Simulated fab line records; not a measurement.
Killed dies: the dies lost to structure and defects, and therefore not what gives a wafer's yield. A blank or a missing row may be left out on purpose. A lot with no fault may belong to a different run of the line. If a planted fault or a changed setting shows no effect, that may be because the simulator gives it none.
Which tool is to blame? || flow sfq line || Sampling: 14 lots, 42 wafers, 3 of 325 route steps

== WHAT THE GAUGES SHOWED, per wafer ==
SFQ_M6_RS_MEAS_938: the measuring method here is four-point-probe. Usual: M6_NB_RS gives 0.889 ohm/sq (standard deviation 0.0086).
{"lot": "L333", "measured": "day 70 19:28", "on": "film metro-03", "M6_NB_RS (ohm/sq)": "0.899 0.890 0.907", "flag": ""}
{"lot": "L334", "measured": "day 71 23:52", "on": "film metro-03", "M6_NB_RS (ohm/sq)": "0.899 0.914 0.895", "flag": ""}
{"lot": "L336", "measured": "day 72 03:28", "on": "film metro-03", "M6_NB_RS (ohm/sq)": "0.890 0.890 0.887", "flag": ""}
{"lot": "L338", "measured": "day 73 22:26", "on": "film metro-01", "M6_NB_RS (ohm/sq)": "0.896 0.880 0.878", "flag": ""}
{"lot": "L339", "measured": "day 75 21:48", "on": "film metro-02", "M6_NB_RS (ohm/sq)": "0.889 0.893 0.892", "flag": ""}
{"lot": "L340", "measured": "day 75 23:08", "on": "film metro-03", "M6_NB_RS (ohm/sq)": "0.890 0.895 0.896", "flag": ""}
{"lot": "L341", "measured": "day 76 05:40", "on": "film metro-03", "M6_NB_RS (ohm/sq)": "0.896 0.891 0.883", "flag": ""}
{"lot": "L344", "measured": "day 79 20:35", "on": "film metro-02", "M6_NB_RS (ohm/sq)": "0.890 0.885 0.892", "flag": ""}
{"lot": "L347", "measured": "day 80 18:16", "on": "film metro-02", "M6_NB_RS (ohm/sq)": "0.891 0.879 0.892", "flag": ""}
{"lot": "L350", "measured": "day 81 12:59", "on": "film metro-01", "M6_NB_RS (ohm/sq)": "0.880 0.907 0.890", "flag": ""}
{"lot": "L353", "measured": "day 81 17:14", "on": "film metro-01", "M6_NB_RS (ohm/sq)": "0.894 0.888 0.894", "flag": ""}
{"lot": "L354", "measured": "day 82 19:41", "on": "film metro-01", "M6_NB_RS (ohm/sq)": "0.890 0.905 0.903", "flag": ""}
{"lot": "L355", "measured": "day 82 20:52", "on": "film metro-03", "M6_NB_RS (ohm/sq)": "0.904 0.892 0.891", "flag": ""}
{"lot": "L356", "measured": "day 83 00:47", "on": "film metro-02", "M6_NB_RS (ohm/sq)": "0.891 0.884 0.880", "flag": ""}

== WHAT TOOL EACH LOT RAN ON (gives the tool, then ch and the chambers of the sampled wafers, and finally the start) ==
{"lot": "L333", "SFQ_TRILAYER_A5C_DEP_PECVD_142": "pecvd-03 ch 0,1,2, day 66 16:47", "SFQ_TRILAYER_C5_BARC_OPEN_VIA_ETCH_210": "rie diel-02 ch 1,2,3, day 70 18:29"}
{"lot": "L334", "SFQ_TRILAYER_A5C_DEP_PECVD_142": "pecvd-01 ch 1,2, day 67 09:45", "SFQ_TRILAYER_C5_BARC_OPEN_VIA_ETCH_210": "rie diel-01 ch 0,2,3, day 71 22:52"}
{"lot": "L336", "SFQ_TRILAYER_A5C_DEP_PECVD_142": "pecvd-01 ch 0,1, day 67 23:59", "SFQ_TRILAYER_C5_BARC_OPEN_VIA_ETCH_210": "rie diel-01 ch 2,3, day 72 02:28"}
{"lot": "L338", "SFQ_TRILAYER_A5C_DEP_PECVD_142": "pecvd-02 ch 0,1,2, day 69 04:02", "SFQ_TRILAYER_C5_BARC_OPEN_VIA_ETCH_210": "rie diel-01 ch 0,1,3, day 73 21:25"}
{"lot": "L339", "SFQ_TRILAYER_A5C_DEP_PECVD_142": "pecvd-01 ch 1,2, day 69 12:43", "SFQ_TRILAYER_C5_BARC_OPEN_VIA_ETCH_210": "rie diel-01 ch 0,1, day 75 20:49"}
{"lot": "L340", "SFQ_TRILAYER_A5C_DEP_PECVD_142": "pecvd-02 ch 0,2, day 69 21:41", "SFQ_TRILAYER_C5_BARC_OPEN_VIA_ETCH_210": "rie diel-03 ch 1,2, day 75 22:09"}
{"lot": "L341", "SFQ_TRILAYER_A5C_DEP_PECVD_142": "pecvd-03 ch 0,2, day 69 23:14", "SFQ_TRILAYER_C5_BARC_OPEN_VIA_ETCH_210": "rie diel-02 ch 0,1,2, day 76 03:55"}
{"lot": "L344", "SFQ_TRILAYER_A5C_DEP_PECVD_142": "pecvd-01 ch 0,1,2, day 70 07:21", "SFQ_TRILAYER_C5_BARC_OPEN_VIA_ETCH_210": "rie diel-03 ch 1,3, day 79 19:34"}
{"lot": "L347", "SFQ_TRILAYER_A5C_DEP_PECVD_142": "pecvd-02 ch 0,1, day 71 03:44", "SFQ_TRILAYER_C5_BARC_OPEN_VIA_ETCH_210": "rie diel-01 ch 1,2,3, day 80 17:17"}
{"lot": "L350", "SFQ_TRILAYER_A5C_DEP_PECVD_142": "pecvd-01 ch 0,1, day 76 10:48", "SFQ_TRILAYER_C5_BARC_OPEN_VIA_ETCH_210": "rie diel-02 ch 1,3, day 81 11:25"}
{"lot": "L353", "SFQ_TRILAYER_A5C_DEP_PECVD_142": "pecvd-03 ch 0,1,2, day 77 02:24", "SFQ_TRILAYER_C5_BARC_OPEN_VIA_ETCH_210": "rie diel-02 ch 1,3, day 81 16:13"}
{"lot": "L354", "SFQ_TRILAYER_A5C_DEP_PECVD_142": "pecvd-03 ch 0,2, day 77 07:12", "SFQ_TRILAYER_C5_BARC_OPEN_VIA_ETCH_210": "rie diel-03 ch 0,1,2, day 82 18:41"}
{"lot": "L355", "SFQ_TRILAYER_A5C_DEP_PECVD_142": "pecvd-01 ch 0,1, day 77 08:24", "SFQ_TRILAYER_C5_BARC_OPEN_VIA_ETCH_210": "rie diel-01 ch 1,3, day 82 19:53"}
{"lot": "L356", "SFQ_TRILAYER_A5C_DEP_PECVD_142": "pecvd-02 ch 1,2, day 78 10:51", "SFQ_TRILAYER_C5_BARC_OPEN_VIA_ETCH_210": "rie diel-02 ch 0,3, day 82 23:46"}
- SFQ_TRILAYER_A5C_DEP_PECVD_142: deposits SiO2 from SiH4/N2O, time 15.556 s, target thk 70 nm.
- SFQ_TRILAYER_C5_BARC_OPEN_VIA_ETCH_210: etches BARC in O2, target depth 125 nm, time 41.7 s.

== AS READ BY THE TOOLS THEMSELVES (means over the sampled wafers that have a number; for cases with no such wafer, the mark the record gives instead) ==
SFQ_TRILAYER_A5C_DEP_PECVD_142. Usual: heater power w 86 W, standard deviation 13; throttle valve pct 24.2 %, standard deviation 1.1.
{"lot": "L333", "tool": "pecvd-03", "heater power w (W)": 93, "throttle valve pct (%)": 23.2, "flag": ""}
{"lot": "L334", "tool": "pecvd-01", "heater power w (W)": 85, "throttle valve pct (%)": 25.8, "flag": ""}
{"lot": "L336", "tool": "pecvd-01", "heater power w (W)": 91, "throttle valve pct (%)": 26.0, "flag": ""}
{"lot": "L338", "tool": "pecvd-02", "heater power w (W)": 79, "throttle valve pct (%)": 24.5, "flag": ""}
{"lot": "L339", "tool": "pecvd-01", "heater power w (W)": 80, "throttle valve pct (%)": 25.7, "flag": ""}
{"lot": "L340", "tool": "pecvd-02", "heater power w (W)": 80, "throttle valve pct (%)": 24.7, "flag": ""}
{"lot": "L341", "tool": "pecvd-03", "heater power w (W)": 99, "throttle valve pct (%)": 23.6, "flag": ""}
{"lot": "L344", "tool": "pecvd-01", "heater power w (W)": 88, "throttle valve pct (%)": 25.8, "flag": ""}
{"lot": "L347", "tool": "pecvd-02", "heater power w (W)": 63, "throttle valve pct (%)": 24.1, "flag": ""}
{"lot": "L350", "tool": "pecvd-01", "heater power w (W)": 94, "throttle valve pct (%)": 23.2, "flag": ""}
{"lot": "L353", "tool": "pecvd-03", "heater power w (W)": 87, "throttle valve pct (%)": 24.0, "flag": ""}
{"lot": "L354", "tool": "pecvd-03", "heater power w (W)": 94, "throttle valve pct (%)": 24.6, "flag": ""}
{"lot": "L355", "tool": "pecvd-01", "heater power w (W)": 89, "throttle valve pct (%)": 23.3, "flag": ""}
{"lot": "L356", "tool": "pecvd-02", "heater power w (W)": 83, "throttle valve pct (%)": 24.3, "flag": ""}

SFQ_TRILAYER_C5_BARC_OPEN_VIA_ETCH_210. Usual: drypump motor current A 5.8 A, standard deviation 0.52; oes product au 0.686 a.u., standard deviation 0.0044.
{"lot": "L333", "tool": "rie diel-02", "drypump motor current A (A)": 5.7, "oes product au (a.u.)": 0.688, "flag": ""}
{"lot": "L334", "tool": "rie diel-01", "drypump motor current A (A)": 5.5, "oes product au (a.u.)": 0.685, "flag": ""}
{"lot": "L336", "tool": "rie diel-01", "drypump motor current A (A)": 5.3, "oes product au (a.u.)": 0.687, "flag": ""}
{"lot": "L338", "tool": "rie diel-01", "drypump motor current A (A)": 5.8, "oes product au (a.u.)": 0.681, "flag": ""}
{"lot": "L339", "tool": "rie diel-01", "drypump motor current A (A)": 6.0, "oes product au (a.u.)": 0.680, "flag": ""}
{"lot": "L340", "tool": "rie diel-03", "drypump motor current A (A)": 6.1, "oes product au (a.u.)": 0.682, "flag": ""}
{"lot": "L341", "tool": "rie diel-02", "drypump motor current A (A)": 6.2, "oes product au (a.u.)": 0.687, "flag": ""}
{"lot": "L344", "tool": "rie diel-03", "drypump motor current A (A)": 6.0, "oes product au (a.u.)": 0.692, "flag": ""}
{"lot": "L347", "tool": "rie diel-01", "drypump motor current A (A)": 5.6, "oes product au (a.u.)": 0.689, "flag": ""}
{"lot": "L350", "tool": "rie diel-02", "drypump motor current A (A)": 5.5, "oes product au (a.u.)": 0.687, "flag": ""}
{"lot": "L353", "tool": "rie diel-02", "drypump motor current A (A)": 5.6, "oes product au (a.u.)": 0.686, "flag": ""}
{"lot": "L354", "tool": "rie diel-03", "drypump motor current A (A)": 5.8, "oes product au (a.u.)": 0.687, "flag": ""}
{"lot": "L355", "tool": "rie diel-01", "drypump motor current A (A)": 5.5, "oes product au (a.u.)": 0.688, "flag": ""}
{"lot": "L356", "tool": "rie diel-02", "drypump motor current A (A)": 5.9, "oes product au (a.u.)": 0.684, "flag": ""}

== THE ANSWER, worked out from the rows above alone ==
Rule: lot off if the mean of its wafers having a number is beyond 3 standard deviations from the usual mean. Also off: a lot with no number at a reading for which 4 or more lots have one. Where the step has rows for the other lots, those lots are counted as sound. First the gauges in route order, then the tools' own readings, where a lot's mean is used as printed above. The first step at which some lot is off is used, and at that step the reading that is off furthest; a lot without a number counts as furthest.
No lot is off at any reading shown: from this, nothing can be told.

== WHAT WAS PUT IN BY THE SIMULATOR ==
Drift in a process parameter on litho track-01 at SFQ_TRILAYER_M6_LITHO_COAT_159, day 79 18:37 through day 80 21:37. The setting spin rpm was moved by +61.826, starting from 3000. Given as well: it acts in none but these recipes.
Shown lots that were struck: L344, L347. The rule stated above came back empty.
